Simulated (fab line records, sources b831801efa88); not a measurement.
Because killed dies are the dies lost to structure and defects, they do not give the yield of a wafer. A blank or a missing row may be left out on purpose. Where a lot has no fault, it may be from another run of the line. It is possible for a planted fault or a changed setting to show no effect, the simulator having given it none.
Which tool did it? + flow sky130 + 14 lots with 42 wafers sampled at 3 steps, on a route of 708 steps

== WHAT THE GAUGES SHOWED, per wafer ==
The record holds no reading of a measuring or inspecting step that can be judged against a usual standard deviation.

== TOOL THAT RAN EACH LOT (tool first, then ch and the chambers of the sampled wafers, then the start) ==
| lot  | SKY_METAL3_METAL_ETCH_18          | SKY_METAL3_STRIP_19                  | SKY_PAD_OPEN_PROBE_99   |
|------|-----------------------------------|--------------------------------------|-------------------------|
| L452 | rie_metal-01 ch 0,1, day 38 01:22 | plasma_asher-02 ch 0,1, day 38 01:32 | -                       |
| L453 | rie_metal-01 ch 0,1, day 38 12:45 | plasma_asher-03 ch 0,1, day 38 12:56 | -                       |
| L454 | rie_metal-02 ch 0,1, day 39 00:57 | plasma_asher-01 ch 0,1, day 39 01:08 | prober-01, day 46 03:14 |
| L456 | rie_metal-01 ch 0,1, day 39 09:33 | plasma_asher-01 ch 0,1, day 39 09:44 | -                       |
| L457 | rie_metal-01 ch 0,1, day 39 17:21 | plasma_asher-01 ch 0,1, day 39 17:32 | prober-02, day 46 17:53 |
| L458 | rie_metal-04 ch 0,1, day 41 08:33 | plasma_asher-01 ch 0,1, day 41 08:44 | prober-01, day 48 02:31 |
| L459 | rie_metal-02 ch 0,1, day 41 13:11 | plasma_asher-03 ch 0,1, day 41 13:20 | -                       |
| L460 | rie_metal-04 ch 0,1, day 41 13:29 | plasma_asher-01 ch 0,1, day 41 13:40 | -                       |
| L462 | rie_metal-01 ch 0,1, day 41 14:26 | plasma_asher-03 ch 0,1, day 41 14:37 | -                       |
| L464 | rie_metal-01 ch 0,1, day 41 23:51 | plasma_asher-02 ch 0,1, day 42 00:02 | prober-01, day 48 14:19 |
| L466 | rie_metal-01 ch 0,1, day 42 06:26 | plasma_asher-03 ch 0,1, day 42 06:36 | -                       |
| L467 | rie_metal-01 ch 0,1, day 42 20:28 | plasma_asher-01 ch 0,1, day 42 20:38 | -                       |
| L468 | rie_metal-01 ch 0,1, day 43 03:18 | plasma_asher-01 ch 0,1, day 43 03:29 | -                       |
| L474 | rie_metal-02 ch 0, day 44 23:58   | plasma_asher-03 ch 0, day 45 00:08   | -                       |
- SKY_METAL3_METAL_ETCH_18: etches the open film in Cl2/BCl3, stops on SiO2, target depth 845 nm, time 183.1 s.
- SKY_METAL3_STRIP_19: strips in O2/N2.
- SKY_PAD_OPEN_PROBE_99

== AS READ BY THE TOOLS THEMSELVES (means over the sampled wafers that have a number; for cases with no such wafer, the mark the record gives instead) ==
SKY_METAL3_METAL_ETCH_18.
| lot  | tool         | bias_w (W) | drypump_motor_current_A (A) | oes_product_au (a.u.) | throttle_valve_pct (%) |
|------|--------------|------------|-----------------------------|-----------------------|------------------------|
| L452 | rie_metal-01 | 48.44      | 4.9                         | 0.859                 | 22.262                 |
| L453 | rie_metal-01 | 48.50      | 5.1                         | 0.869                 | 22.261                 |
| L454 | rie_metal-02 | 48.42      | 5.5                         | 0.863                 | 22.256                 |
| L456 | rie_metal-01 | 48.49      | 4.9                         | 0.861                 | 22.264                 |
| L457 | rie_metal-01 | 48.61      | 5.1                         | 0.871                 | 22.271                 |
| L458 | rie_metal-04 | 48.46      | 5.6                         | 0.858                 | 22.256                 |
| L459 | rie_metal-02 | 48.69      | 5.5                         | 0.859                 | 22.259                 |
| L460 | rie_metal-04 | 48.54      | 5.9                         | 0.859                 | 22.263                 |
| L462 | rie_metal-01 | 48.55      | 5.1                         | 0.857                 | 22.263                 |
| L464 | rie_metal-01 | 48.39      | 4.9                         | 0.866                 | 22.254                 |
| L466 | rie_metal-01 | 53.03      | 4.9                         | 0.866                 | 22.262                 |
| L467 | rie_metal-01 | 50.74      | 5.1                         | 0.858                 | 22.266                 |
| L468 | rie_metal-01 | 52.84      | 4.9                         | 0.864                 | 22.264                 |
| L474 | rie_metal-02 | 48.42      | 5.6                         | 0.859                 | 22.266                 |

SKY_METAL3_STRIP_19.
| lot  | tool            | drypump_motor_current_A (A) | oes_product_au (a.u.) | strip_time_to_endpoint_s (s) |
|------|-----------------|-----------------------------|-----------------------|------------------------------|
| L452 | plasma_asher-02 | 5.28                        | 0.490                 | 6.32                         |
| L453 | plasma_asher-03 | 5.35                        | 0.498                 | 6.47                         |
| L454 | plasma_asher-01 | 5.13                        | 0.510                 | 6.60                         |
| L456 | plasma_asher-01 | 5.13                        | 0.499                 | 6.43                         |
| L457 | plasma_asher-01 | 5.35                        | 0.499                 | 6.47                         |
| L458 | plasma_asher-01 | 5.13                        | 0.498                 | 6.47                         |
| L459 | plasma_asher-03 | 5.50                        | 0.509                 | 6.62                         |
| L460 | plasma_asher-01 | 5.36                        | 0.500                 | 6.51                         |
| L462 | plasma_asher-03 | 5.33                        | 0.498                 | 6.45                         |
| L464 | plasma_asher-02 | 5.36                        | 0.495                 | 6.44                         |
| L466 | plasma_asher-03 | 5.33                        | 0.487                 | 6.29                         |
| L467 | plasma_asher-01 | 5.36                        | 0.499                 | 6.43                         |
| L468 | plasma_asher-01 | 5.14                        | 0.498                 | 6.37                         |
| L474 | plasma_asher-03 | 5.65                        | 0.507                 | 6.69                         |

SKY_PAD_OPEN_PROBE_99.
| lot  | tool      | defect_limited_yield (%) | killed_at_M0_to_M3 | killed_at_M4_up | killed_at_contacts | killed_at_front_end | killed_at_other | killed_dies | killed_open | killed_short | sort_bin_3_pad_short (%) | sort_bin_5_function (%) | sort_bin_6_memory (%) | sort_n_pass | sort_yield_pct (%) |
|------|-----------|--------------------------|--------------------|-----------------|--------------------|---------------------|-----------------|-------------|-------------|--------------|--------------------------|-------------------------|-----------------------|-------------|--------------------|
| L454 | prober-01 | 81.3                     | 49                 | 3.7             | 22                 | 17                  | 0.3             | 92          | 54          | 38           | 0.9                      | 11.3                    | 6.5                   | 400         | 81.3               |
| L457 | prober-02 | 83.4                     | 40                 | 3.7             | 26                 | 11                  | 0.0             | 82          | 42          | 40           | 0.6                      | 10.4                    | 5.6                   | 410         | 83.4               |
| L458 | prober-01 | 81.4                     | 43                 | 6.7             | 26                 | 15                  | 0.3             | 91          | 46          | 45           | 1.1                      | 11.1                    | 6.3                   | 401         | 81.4               |
| L464 | prober-01 | 82.7                     | 46                 | 2.3             | 23                 | 13                  | 0.3             | 85          | 47          | 38           | 0.7                      | 10.1                    | 6.5                   | 407         | 82.7               |

== THE ANSWER, worked out from the rows above alone ==
Rule: the lots themselves supply what counts as usual. The widest of any qualifying gaps counts: lots, ordered by their means at a reading, are off when they make up no more than a third of the lots, leave a main group of 4 or more, and stand apart from it by 3 or more times the standard deviation of that group's means. Not used: any main group whose means are identical at the precision the tables above print for the reading. Also off: a lot with no number at a reading for which 4 or more lots have one. The other lots that the step has rows for count as sound. First the gauges in route order, then the tools' own readings, where a lot's mean is used as printed above. At the first step where some lot is off, the reading lying furthest off is the one used; lots without a number count as furthest.
Off: L466, L467, L468 (SKY_METAL3_METAL_ETCH_18, bias_w). The main group: mean 48.50 W, standard deviation 0.087.
If a tool, at that step or one of the process steps before it, ran each lot that is off and ran no sound lot following the first of them, it fits. One candidate fits, namely rie_metal-01 at SKY_METAL3_METAL_ETCH_18. Its last sound lot is L464 (day 41 23:51), its first lot that is off L466 (day 42 06:26): a fault that began between those two fits.
The tool's own readings at SKY_METAL3_METAL_ETCH_18 bear it out: on the lots that are off they differ by more than 5 times the standard deviation of the sound lots' means. bias_w reads 52.20 W there against 48.50 W on the sound lots.

== WHAT THE SIMULATOR PUT IN ==
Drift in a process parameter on rie_metal-01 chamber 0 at SKY_METAL3_METAL_ETCH_18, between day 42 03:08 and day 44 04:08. Setting bias_w, moved by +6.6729, from 48.5. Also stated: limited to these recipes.
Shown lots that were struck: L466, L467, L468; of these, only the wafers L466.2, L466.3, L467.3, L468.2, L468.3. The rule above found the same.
